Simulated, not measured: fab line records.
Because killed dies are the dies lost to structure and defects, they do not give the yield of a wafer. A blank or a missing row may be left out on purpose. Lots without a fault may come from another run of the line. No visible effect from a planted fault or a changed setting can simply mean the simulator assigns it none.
Matching of chambers | flow sfq line | cmp-01 running SFQ_TRILAYER_I0_CMP_CMP_028: 4 sister chambers
The step polishes SiO2. 7 wafers are shown with their chamber, then 7 later ones without.

## WAFERS, EACH WITH ITS CHAMBER
wafer  | chamber | motor current A (A) | time to endpoint s (s)
L841.3 | 0       | 9.9                 | 188
L841.5 | 3       | 10.2                | 189
L848.1 | 2       | 9.3                 | 212
L848.4 | 1       | 11.3                | 225
L848.6 | 1       | 11.0                | 223
L850.3 | 3       | 10.7                | 217
L850.4 | 2       | 9.3                 | 218

## WAFERS WITH NO CHAMBER GIVEN
wafer  | motor current A (A) | time to endpoint s (s)
L850.6 | 9.6                 | 230
L852.3 | 9.9                 | 220
L852.2 | 10.8                | 202
L852.4 | 9.3                 | 219
L854.1 | 10.0                | 203
L854.3 | 9.0                 | 218
L854.6 | 9.1                 | 215

## CHAMBER TAKEN BY EACH
wafer  | from the rows above          | in truth
L850.6 | 2                            | 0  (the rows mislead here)
L852.3 | can't be placed: 2 or 3 or 0 | 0
L852.2 | can't be placed: 3 or 1      | 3
L852.4 | 2                            | 2
L854.1 | can't be placed: 0 or 3 or 2 | 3
L854.3 | 2                            | 2
L854.6 | 2                            | 2
Placed correctly: 3 of 7. Can't be placed from these rows: 3 (the true chamber is among the candidates in 3). Placed wrongly: 1.
How it was worked out, from the rows above alone: a wafer's distance from a chamber is the root of the sum, over the readings, of the square of ((its reading less the chamber's mean) divided by the reading's scatter). If the next closest chamber is less than 2 further off than the closest, the wafer can't be placed; otherwise it belongs to the closest. Each chamber's mean is taken over the wafers shown for it. The scatter: take each reading less its chamber's mean, square it, sum over the shown wafers, divide by the number of wafers less the number of chambers, and take the root.
